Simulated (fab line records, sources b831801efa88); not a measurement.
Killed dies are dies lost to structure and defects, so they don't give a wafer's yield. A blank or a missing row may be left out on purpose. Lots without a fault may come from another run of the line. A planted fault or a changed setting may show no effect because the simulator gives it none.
fab line records | flow sky130
record lots=12 wafers=36 last_day=50
route steps=708 shown METAL4@602 METAL5@664 PAD_OPEN@708
lots that met no fault: from a run of the same line without faults
start_h: hours from the record's first day to the start of the lot's first wafer shown | wait_h: hours since the lot's step before | " the same as in the row above | L1.1+2: a row that stands for several wafers | - no value, or no start given | * or withheld: withheld | < > ~ a bound
route shown NAME@n: a module of which the file shows steps, and the number in the route of the first | usual: mean/standard deviation of fault-free wafers | same: alike in all rows | chamber/n: place in a boat | sites: the reading at each site | _std_site: their standard deviation | _edge_site: outer sites' mean less inner sites' | radius_mm: how far each site lies from the wafer's centre | mask NAME#n: copy n | behind: the tool/chamber that last shaped the wafer | hold: why the lot was held/for how many hours/how that ended | device: the transistor (n, p or np) that didn't switch | end of line: the same wafers' tests at the end of the route | a step without rows: its recipe alone | killed: dies lost to structure and defects at the first sort, not the wafer's yield | map: a wafer's dies, x killed, . not, _ none there
set.NAME: the setting as run; set.NAME@STEP: as run at that earlier step | model.NAME: the simulator's own value behind a step, which no gauge read
steps of the route over a sample of lots; a table a step, a row a wafer
services: from which hour (start_h, from the record's first day; less than 0 if before it) a tool's chamber was out of use, for how many hours, and why
## steps
# step SKY_METAL4_SPUTTER_04
# recipe material=TiN target_thk_nm=70 power_w=6500 time_s=58.3 chamber_pressure_pa=0.4
# usual throttle_valve_pct=30.5/1.1
# columns lot.wafer tool chamber start_h wait_h throttle_valve_pct
L489.1 pvd_sputter-02 - 927.54 0.0 29.9
L489.2 " - " " 29.1
L489.6 " - " " 29.4
L490.2 pvd_sputter-03 - 930.96 0.0 30.5
L490.4 " - " " 31.0
L490.5 " - " " 30.5
L491.1 pvd_sputter-04 - 939.45 0.0 30.2
L491.5 " - " " 28.3
L491.6 " - " " 31.7
L492.2 pvd_sputter-03 - 946.18 0.0 30.5
L492.5 " - " " 30.4
L492.6 " - " " 31.0
L493.3 pvd_sputter-02 - 954.99 0.0 33.2
L493.4 " - " " 31.4
L493.6 " - " " 33.2
L497.2 pvd_sputter-02 - 992.13 0.0 30.1
L497.4 " - " " 32.7
L497.6 " - " " 31.2
L498.2 pvd_sputter-04 - 997.06 0.0 30.3
L498.4 " - " " 30.5
L498.6 " - " " 31.7
L501.1 pvd_sputter-03 - 1015.91 0.0 29.9
L501.2 " - " " 30.7
L501.4 " - " " 30.8
L505.2 pvd_sputter-03 - 1039.67 0.0 30.6
L505.5 " - " " 29.7
L505.6 " - " " 30.5
L506.2 pvd_sputter-04 - 1047.06 0.0 30.1
L506.3 " - " " 28.5
L506.4 " - " " 31.8
L509.2 pvd_sputter-04 - 1067.44 0.0 30.2
L509.4 " - " " 28.5
L509.6 " - " " 31.8
L510.3 pvd_sputter-04 - 1069.85 0.0 29.7
L510.4 " - " " 28.5
L510.5 " - " " 28.6
# step SKY_METAL5_SPUTTER_03
# recipe material=Ti target_thk_nm=5 power_w=3000 time_s=3.3 chamber_pressure_pa=0.4
# usual throttle_valve_pct=30.2/0.72
# columns lot.wafer tool chamber start_h wait_h throttle_valve_pct
L489.1 pvd_sputter-04 - 1002.29 0.0 31.8
L489.2 " - " " 28.5
L489.6 " - " " 29.7
L490.2 pvd_sputter-03 - 1005.82 0.0 30.4
L490.4 " - " " 29.9
L490.5 " - " " 30.8
L491.1 pvd_sputter-01 - 1013.50 0.0 30.4
L491.5 " - " " 30.4
L491.6 " - " " 30.2
L492.2 pvd_sputter-03 - 1020.86 0.0 30.4
L492.5 " - " " 30.4
L492.6 " - " " 30.8
L493.3 pvd_sputter-03 - 1027.66 0.0 30.5
L493.4 " - " " 30.2
L493.6 " - " " 30.0
L497.2 pvd_sputter-04 - 1063.22 0.0 30.2
L497.4 " - " " 29.8
L497.6 " - " " 31.9
L498.2 pvd_sputter-04 - 1068.45 0.0 30.1
L498.4 " - " " 30.3
L498.6 " - " " 29.9
L501.1 pvd_sputter-01 - 1086.10 0.0 29.3
L501.2 " - " " 30.7
L501.4 " - " " 30.1
L505.2 pvd_sputter-03 - 1107.57 0.0 29.8
L505.5 " - " " 30.1
L505.6 " - " " 30.7
L506.2 pvd_sputter-01 - 1113.04 0.0 30.6
L506.3 " - " " 30.3
L506.4 " - " " 29.7
L509.2 pvd_sputter-03 - 1131.98 0.0 30.8
L509.4 " - " " 29.8
L509.6 " - " " 30.3
L510.3 pvd_sputter-01 - 1132.97 0.0 30.6
L510.4 " - " " 30.3
L510.5 " - " " 29.5
# step SKY_METAL5_SPUTTER_04
# recipe material=TiN target_thk_nm=70 power_w=6500 time_s=58.3 chamber_pressure_pa=0.4
# usual throttle_valve_pct=30.2/0.72
# columns lot.wafer tool chamber start_h wait_h throttle_valve_pct
L489.1 pvd_sputter-04 - 1002.30 0.0 32.0
L489.2 " - " " 28.6
L489.6 " - " " 29.7
L490.2 pvd_sputter-03 - 1005.83 0.0 30.4
L490.4 " - " " 30.0
L490.5 " - " " 30.6
L491.1 pvd_sputter-01 - 1013.51 0.0 30.1
L491.5 " - " " 30.4
L491.6 " - " " 30.1
L492.2 pvd_sputter-03 - 1020.87 0.0 30.3
L492.5 " - " " 30.3
L492.6 " - " " 30.5
L493.3 pvd_sputter-03 - 1027.67 0.0 30.4
L493.4 " - " " 30.6
L493.6 " - " " 30.0
L497.2 pvd_sputter-04 - 1063.23 0.0 30.2
L497.4 " - " " 29.7
L497.6 " - " " 31.5
L498.2 pvd_sputter-04 - 1068.47 0.0 29.8
L498.4 " - " " 30.2
L498.6 " - " " 30.0
L501.1 pvd_sputter-01 - 1086.12 0.0 29.4
L501.2 " - " " 30.4
L501.4 " - " " 30.0
L505.2 pvd_sputter-03 - 1107.59 0.0 29.9
L505.5 " - " " 29.7
L505.6 " - " " 30.4
L506.2 pvd_sputter-01 - 1113.06 0.0 30.6
L506.3 " - " " 30.3
L506.4 " - " " 29.4
L509.2 pvd_sputter-03 - 1132.00 0.0 30.7
L509.4 " - " " 29.8
L509.6 " - " " 30.5
L510.3 pvd_sputter-01 - 1132.99 0.0 30.5
L510.4 " - " " 30.6
L510.5 " - " " 29.3
# step SKY_METAL5_RS_MEAS_05
# recipe thk_meas_gauge=four-point-probe reads=TiN_of_METAL5_SPUTTER_04+Ti_of_METAL5_SPUTTER_03+AlCu_of_METAL5_SPUTTER_02+TiN_of_METAL5_SPUTTER_01+Ti_of_METAL5_SPUTTER_00
# usual METAL5_ALCU_RS=0.02717/0.00029
# columns lot.wafer tool chamber start_h wait_h METAL5_ALCU_RS[ohm/sq]
L489.1 film_metro-04 - 1002.35 0.0 0.02708
L489.2 " - " " 0.02713
L489.6 " - " " 0.02674
L490.2 film_metro-04 - 1005.90 0.0 0.02727
L490.4 " - " " 0.02722
L490.5 " - " " 0.02711
L491.1 film_metro-02 - 1013.56 0.0 0.02702
L491.5 " - " " 0.02708
L491.6 " - " " 0.02724
L492.2 film_metro-04 - 1020.94 0.0 0.02722
L492.5 " - " " 0.02724
L492.6 " - " " 0.02721
L493.3 film_metro-04 - 1027.76 0.1 0.02725
L493.4 " - " " 0.02727
L493.6 " - " " 0.02738
L497.2 film_metro-04 - 1063.30 0.0 0.0273
L497.4 " - " " 0.02743
L497.6 " - " " 0.02738
L498.2 film_metro-04 - 1068.54 0.0 0.0275
L498.4 " - " " 0.02701
L498.6 " - " " 0.02726
L501.1 film_metro-04 - 1086.16 0.0 0.02729
L501.2 " - " " 0.02743
L501.4 " - " " 0.02723
L505.2 film_metro-04 - 1107.66 0.0 0.02683
L505.5 " - " " 0.02678
L505.6 " - " " 0.02628
L506.2 film_metro-02 - 1113.13 0.0 0.02726
L506.3 " - " " 0.02692
L506.4 " - " " 0.02743
L509.2 film_metro-01 - 1132.07 0.0 0.0269
L509.4 " - " " 0.02691
L509.6 " - " " 0.02685
L510.3 film_metro-01 - 1133.08 0.1 0.02724
L510.4 " - " " 0.02705
L510.5 " - " " 0.02747
# step SKY_PAD_OPEN_PROBE_99
# usual defect_limited_yield=82.3/2 killed_at_M0_to_M3=43/6.7 killed_at_M4_up=3.0/1.9 killed_at_contacts=25/5.4 killed_at_front_end=16/4.5 killed_at_other=0.4/0.62 killed_dies=87/9.6 killed_on_rim=17/3.6 killed_open=47/7 killed_short=39/6.1 sort_bin_3_pad_short=0.9/0.43 sort_bin_5_function=10.4/1.6 sort_bin_6_memory=6.3/0.99 sort_n_pass=405/9.6 sort_yield_pct=82.3/2
# same gross_dies=492 killed_at_back_side=0 sort_bin_4_leakage[%]=0 sort_bin_8_speed[%]=0
# columns lot.wafer tool chamber start_h wait_h defect_limited_yield[%] killed_at_M0_to_M3 killed_at_M4_up killed_at_contacts killed_at_front_end killed_at_other killed_dies killed_on_rim killed_open killed_short sort_bin_3_pad_short[%] sort_bin_5_function[%] sort_bin_6_memory[%] sort_n_pass sort_yield_pct[%]
L490.2 prober-02 - 1075.59 0.1 81.3 52 4 24 12 0 92 17 43 49 1.4 11.0 6.3 400 81.3
L490.4 prober-02 - 1075.69 0.2 83.3 37 3 23 19 0 82 16 34 48 1.6 9.6 5.5 410 83.3
L490.5 prober-02 - 1075.74 0.2 84.3 37 3 20 17 0 77 13 43 34 1.2 8.3 6.1 415 84.3
L491.1 prober-01 - 1082.09 0.1 81.5 41 1 28 21 0 91 15 50 41 0.8 11.2 6.5 401 81.5
L491.5 prober-01 - 1082.29 0.2 81.7 42 6 29 13 0 90 15 52 38 0.6 10.6 7.1 402 81.7
L491.6 prober-01 - 1082.34 0.2 80.7 44 3 30 18 0 95 14 48 47 1.0 13.0 5.3 397 80.7
L492.2 prober-02 - 1088.56 0.1 83.1 31 2 28 22 0 83 20 52 31 0.4 9.6 6.9 409 83.1
L492.5 prober-02 - 1088.71 0.2 83.1 41 1 29 12 0 83 12 42 41 0.4 10.6 5.9 409 83.1
L492.6 prober-02 - 1088.76 0.2 81.7 35 5 34 15 1 90 22 48 42 0.6 11.0 6.7 402 81.7
L493.3 prober-01 - 1094.56 0.2 81.9 43 3 24 18 1 89 21 49 40 0.8 11.6 5.7 403 81.9
L493.4 prober-01 - 1094.61 0.2 81.3 41 3 21 26 1 92 19 48 44 1.0 10.4 7.3 400 81.3
L493.6 prober-01 - 1094.71 0.2 79.3 48 5 27 22 0 102 22 52 50 1.4 12.8 6.5 390 79.3
L497.2 prober-01 - 1127.84 0.1 83.5 46 4 21 10 0 81 19 49 31 0.8 10.4 5.3 411 83.5
L497.4 prober-01 - 1127.94 0.2 80.3 58 2 26 11 0 97 17 48 49 1.2 11.8 6.7 395 80.3
L497.6 prober-01 - 1128.04 0.2 73.2 36 60 17 19 0 132 26 28 45 6.1 15.4 5.3 360 73.2
L498.2 prober-02 - 1131.46 0.1 81.1 39 4 34 13 3 93 18 48 43 1.6 10.4 6.9 399 81.1
L498.4 prober-02 - 1131.56 0.2 83.1 42 2 25 12 2 83 20 56 24 0.6 11.8 4.5 409 83.1
L498.6 prober-02 - 1131.66 0.2 82.5 39 1 29 16 1 86 18 47 36 1.2 10.6 5.7 406 82.5
L501.1 prober-01 - 1147.82 0.1 79.7 52 5 23 20 0 100 12 56 41 0.4 12.4 7.5 392 79.7
L501.2 prober-01 - 1147.87 0.1 84.1 41 2 16 17 2 78 12 46 31 1.0 7.7 7.1 414 84.1
L501.4 prober-01 - 1147.97 0.2 79.1 56 2 25 20 0 103 17 60 41 0.2 15.2 5.5 389 79.1
L505.2 prober-01 - 1166.06 0.1 84.3 35 2 21 19 0 77 19 41 36 1.0 9.1 5.5 415 84.3
L505.5 prober-01 - 1166.21 0.2 81.7 58 1 16 14 1 90 15 56 34 0.6 10.6 7.1 402 81.7
L505.6 prober-01 - 1166.26 0.2 80.3 46 6 23 22 0 97 24 57 40 1.2 9.8 8.7 395 80.3
L506.2 prober-02 - 1171.43 0.1 81.3 41 3 25 23 0 92 22 43 49 0.4 13.2 5.1 400 81.3
L506.3 prober-02 - 1171.48 0.2 84.1 48 4 20 6 0 78 15 40 38 1.2 8.3 6.3 414 84.1
L506.4 prober-02 - 1171.53 0.2 84.1 48 3 17 10 0 78 21 36 42 1.2 9.3 5.3 414 84.1
L509.2 prober-02 - 1187.39 0.1 81.7 45 3 29 12 1 90 20 50 37 1.0 11.0 6.3 402 81.7
L509.4 prober-02 - 1187.49 0.2 83.7 37 2 29 11 1 80 22 38 41 0.8 8.5 6.9 412 83.7
L509.6 prober-02 - 1187.59 0.2 85.6 36 4 22 8 1 71 11 42 28 0.4 8.7 5.3 421 85.6
# killed by level:class
L490.2 METAL2:geometric_particle:short=15 VIA1:geometric_particle:open=8 LI_CONTACT:geometric_particle:open=7 CONTACT:geometric_particle:open=7 VIA2:geometric_particle:open=7 METAL1:geometric_particle:short=6 POLY_GATE:geometric_particle:open=5 LOCAL_INTERCONNECT:geometric_particle:short=5
L490.4 POLY_GATE:geometric_particle:short=8 METAL2:geometric_particle:short=7 LOCAL_INTERCONNECT:geometric_particle:short=6 CONTACT:geometric_particle:open=6 METAL1:geometric_particle:short=6 LI_CONTACT:geometric_particle:open=5 LI_CONTACT:geometric_particle:short=5 FIELD_ISO:geometric_particle:open=4
L490.5 VIA1:geometric_particle:open=9 POLY_GATE:geometric_particle:short=7 VIA2:geometric_particle:open=6 LI_CONTACT:geometric_particle:short=5 LI_CONTACT:geometric_particle:open=5 CONTACT:geometric_particle:open=5 METAL1:geometric_particle:open=5 FIELD_ISO:geometric_particle:open=4
L491.1 CONTACT:geometric_particle:open=9 VIA1:geometric_particle:open=8 FIELD_ISO:geometric_particle:open=7 LI_CONTACT:geometric_particle:open=7 METAL1:geometric_particle:short=7 FIELD_ISO:geometric_particle:short=6 CONTACT:geometric_particle:short=6 METAL2:geometric_particle:short=5
L491.5 LI_CONTACT:geometric_particle:open=10 CONTACT:geometric_particle:open=10 VIA1:geometric_particle:open=9 VIA3:geometric_particle:open=8 METAL4:geometric_particle:short=6 FIELD_ISO:geometric_particle:short=5 POLY_GATE:geometric_particle:open=5 CONTACT:geometric_particle:short=5
L491.6 VIA2:geometric_particle:open=14 LI_CONTACT:geometric_particle:open=11 CONTACT:geometric_particle:short=9 VIA1:geometric_particle:open=9 FIELD_ISO:geometric_particle:short=6 METAL2:geometric_particle:short=6 POLY_GATE:geometric_particle:short=5 CONTACT:geometric_particle:open=5
L492.2 CONTACT:geometric_particle:open=12 VIA1:geometric_particle:open=10 FIELD_ISO:geometric_particle:open=6 LI_CONTACT:geometric_particle:open=6 VIA3:geometric_particle:open=6 FIELD_ISO:geometric_particle:short=4 LI_CONTACT:geometric_particle:short=4 LOCAL_INTERCONNECT:geometric_particle:short=4
L492.5 VIA1:geometric_particle:open=10 CONTACT:geometric_particle:open=9 CONTACT:geometric_particle:short=7 LI_CONTACT:geometric_particle:open=7 VIA1:geometric_particle:short=7 VIA2:geometric_particle:open=6 FIELD_ISO:geometric_particle:open=5 METAL1:geometric_particle:short=4
L492.6 CONTACT:geometric_particle:open=14 LI_CONTACT:geometric_particle:open=9 VIA2:geometric_particle:open=9 VIA1:geometric_particle:open=7 LOCAL_INTERCONNECT:geometric_particle:short=5 METAL4:geometric_particle:short=5 POLY_GATE:geometric_particle:short=4 METAL1:geometric_particle:short=4
L493.3 CONTACT:geometric_particle:open=10 VIA2:geometric_particle:open=10 FIELD_ISO:geometric_particle:short=8 LI_CONTACT:geometric_particle:open=7 VIA1:geometric_particle:short=6 VIA3:geometric_particle:open=6 VIA2:geometric_particle:short=5 POLY_GATE:geometric_particle:open=4
L493.4 FIELD_ISO:geometric_particle:open=8 FIELD_ISO:geometric_particle:short=8 CONTACT:geometric_particle:open=7 VIA1:geometric_particle:open=7 LI_CONTACT:geometric_particle:open=6 VIA1:geometric_particle:short=5 CONTACT:geometric_particle:short=5 METAL2:geometric_particle:short=5
L493.6 VIA3:geometric_particle:open=9 CONTACT:geometric_particle:open=9 VIA1:geometric_particle:open=9 METAL1:geometric_particle:short=8 FIELD_ISO:geometric_particle:short=7 VIA2:geometric_particle:open=7 FIELD_ISO:geometric_particle:open=6 LOCAL_INTERCONNECT:geometric_particle:short=6
L497.2 CONTACT:geometric_particle:open=11 VIA3:geometric_particle:open=9 VIA1:geometric_particle:open=8 METAL1:geometric_particle:short=7 LI_CONTACT:geometric_particle:open=6 VIA2:geometric_particle:open=6 VIA1:geometric_particle:short=5 POLY_GATE:geometric_particle:short=4
L497.4 VIA3:geometric_particle:open=10 CONTACT:geometric_particle:open=10 VIA1:geometric_particle:open=9 METAL2:geometric_particle:short=9 METAL1:geometric_particle:short=8 LI_CONTACT:geometric_particle:open=6 VIA3:geometric_particle:short=5 FIELD_ISO:geometric_particle:short=4
L497.6 METAL4:unspecified=59 CONTACT:geometric_particle:short=9 FIELD_ISO:geometric_particle:open=5 METAL2:geometric_particle:short=5 METAL1:geometric_particle:short=5 VIA2:geometric_particle:short=5 VIA3:geometric_particle:open=5 FIELD_ISO:geometric_particle:short=4
L498.2 VIA1:geometric_particle:open=10 CONTACT:geometric_particle:open=9 VIA3:geometric_particle:open=9 LI_CONTACT:geometric_particle:short=8 LI_CONTACT:geometric_particle:open=8 FIELD_ISO:geometric_particle:short=6 METAL1:geometric_particle:short=6 LOCAL_INTERCONNECT:geometric_particle:short=5
L498.4 VIA3:geometric_particle:open=10 CONTACT:geometric_particle:open=10 VIA1:geometric_particle:open=10 LI_CONTACT:geometric_particle:open=8 VIA2:geometric_particle:open=7 METAL1:geometric_particle:short=4 VIA3:geometric_particle:short=4 POLY_GATE:geometric_particle:open=3
L498.6 VIA1:geometric_particle:open=10 LI_CONTACT:geometric_particle:open=10 VIA1:geometric_particle:short=7 LOCAL_INTERCONNECT:geometric_particle:short=6 VIA3:geometric_particle:open=6 CONTACT:geometric_particle:open=6 FIELD_ISO:geometric_particle:short=5 CONTACT:geometric_particle:short=5
L501.1 VIA1:geometric_particle:open=15 VIA2:geometric_particle:open=9 CONTACT:geometric_particle:open=8 VIA3:geometric_particle:open=7 VIA2:geometric_particle:short=6 METAL1:geometric_particle:short=6 LI_CONTACT:geometric_particle:open=5 LI_CONTACT:geometric_particle:short=4
L501.2 VIA1:geometric_particle:open=14 VIA3:geometric_particle:open=7 CONTACT:geometric_particle:open=6 POLY_GATE:geometric_particle:open=4 POLY_GATE:geometric_particle:short=4 LI_CONTACT:geometric_particle:open=4 VIA1:geometric_particle:short=4 VIA2:geometric_particle:open=4
L501.4 LI_CONTACT:geometric_particle:open=13 VIA2:geometric_particle:open=9 VIA1:geometric_particle:open=8 VIA3:geometric_particle:open=8 METAL1:geometric_particle:short=7 POLY_GATE:geometric_particle:short=5 SPACER:geometric_particle:open=5 CONTACT:geometric_particle:open=5
L505.2 VIA1:geometric_particle:open=11 FIELD_ISO:geometric_particle:short=9 POLY_GATE:geometric_particle:open=5 VIA3:geometric_particle:open=5 FIELD_ISO:geometric_particle:open=4 LI_CONTACT:geometric_particle:short=4 LI_CONTACT:geometric_particle:open=4 LOCAL_INTERCONNECT:geometric_particle:short=4
L505.5 VIA1:geometric_particle:open=21 LI_CONTACT:geometric_particle:open=9 VIA1:geometric_particle:short=8 VIA3:geometric_particle:open=7 METAL1:geometric_particle:short=5 VIA2:geometric_particle:open=5 FIELD_ISO:geometric_particle:open=4 POLY_GATE:geometric_particle:short=4
L505.6 VIA1:geometric_particle:open=14 CONTACT:geometric_particle:open=9 FIELD_ISO:geometric_particle:short=6 VIA1:geometric_particle:short=6 VIA2:geometric_particle:open=6 VIA3:geometric_particle:open=6 FIELD_ISO:geometric_particle:open=4 POLY_GATE:geometric_particle:open=4
L506.2 FIELD_ISO:geometric_particle:open=8 LOCAL_INTERCONNECT:geometric_particle:short=8 VIA1:geometric_particle:open=8 CONTACT:geometric_particle:short=6 METAL1:geometric_particle:short=5 VIA1:geometric_particle:short=5 VIA3:geometric_particle:short=5 FIELD_ISO:geometric_particle:short=4
L506.3 VIA3:geometric_particle:open=12 CONTACT:geometric_particle:open=7 VIA2:geometric_particle:open=6 LI_CONTACT:geometric_particle:short=5 VIA1:geometric_particle:open=5 METAL3:geometric_particle:short=5 METAL1:geometric_particle:short=4 METAL2:geometric_particle:short=4
L506.4 VIA1:geometric_particle:open=13 CONTACT:geometric_particle:short=9 VIA3:geometric_particle:short=7 VIA2:geometric_particle:open=7 METAL1:geometric_particle:short=6 FIELD_ISO:geometric_particle:open=4 CONTACT:geometric_particle:open=4 METAL2:geometric_particle:short=4
L509.2 VIA2:geometric_particle:open=12 CONTACT:geometric_particle:open=10 VIA1:geometric_particle:short=8 LI_CONTACT:geometric_particle:open=8 VIA1:geometric_particle:open=8 VIA3:geometric_particle:short=5 POLY_GATE:geometric_particle:open=4 LOCAL_INTERCONNECT:geometric_particle:short=4
L509.4 VIA1:geometric_particle:open=10 CONTACT:geometric_particle:open=9 LI_CONTACT:geometric_particle:open=7 METAL1:geometric_particle:short=7 FIELD_ISO:geometric_particle:short=5 LOCAL_INTERCONNECT:geometric_particle:short=5 CONTACT:geometric_particle:short=4 VIA1:geometric_particle:short=4
L509.6 VIA1:geometric_particle:open=12 CONTACT:geometric_particle:open=10 CONTACT:geometric_particle:short=5 VIA1:geometric_particle:short=5 METAL3:geometric_particle:short=5 LI_CONTACT:geometric_particle:open=4 VIA2:geometric_particle:open=4 FIELD_ISO:geometric_particle:open=3
## services
# columns tool chamber start_h hours kind
pvd_sputter-02 - 945.60 2.5 repair
pvd_sputter-02 - 956.78 1.8 repair
pvd_sputter-02 - 971.94 0.6 repair
pvd_sputter-04 2 982.05 - consumable_replace:kit
pvd_sputter-04 2 982.05 18.0 scheduled_down
pvd_sputter-04 2 982.05 18.0 vent_cycle
pvd_sputter-03 - 1014.56 1.2 repair
pvd_sputter-02 - 1018.62 7.8 repair
pvd_sputter-01 0 1033.53 - consumable_replace:kit
pvd_sputter-01 0 1033.53 18.0 scheduled_down
pvd_sputter-01 0 1033.53 18.0 vent_cycle
pvd_sputter-04 1 1080.46 - consumable_replace:kit
pvd_sputter-04 1 1080.46 18.0 scheduled_down
pvd_sputter-04 1 1080.46 18.0 vent_cycle
pvd_sputter-02 0 1100.19 - consumable_replace:kit
pvd_sputter-02 0 1100.19 18.0 scheduled_down
pvd_sputter-02 0 1100.19 18.0 vent_cycle
pvd_sputter-04 - 1102.62 40.7 repair
pvd_sputter-03 1 1115.66 - consumable_replace:kit
pvd_sputter-03 1 1115.66 18.0 scheduled_down
pvd_sputter-03 1 1115.66 18.0 vent_cycle
pvd_sputter-01 - 1119.18 4.8 repair
## key
first_sign step=SKY_PAD_OPEN_PROBE_99 reading=killed_at_M4_up direction=up sigmas=30 usual=3.0 struck=60
effect step=SKY_PAD_OPEN_PROBE_99 reading=sort_bin_3_pad_short direction=up sigmas=12 usual=0.9 struck=6.1
met_at SKY_METAL4_SPUTTER_04
struck_lots L497
struck_wafers L497.6
not_acting_at SKY_METAL5_SPUTTER_03,SKY_METAL5_SPUTTER_04,SKY_METAL5_RS_MEAS_05
onset_between 954.99 992.13
fault kind=chamber_particle_source tool=pvd_sputter-02 chamber=- onset_h=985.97 steps=SKY_METAL4_SPUTTER_04 rate_per_visit_cm2=1.8998 end_h=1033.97 scope=struck_wafers_only
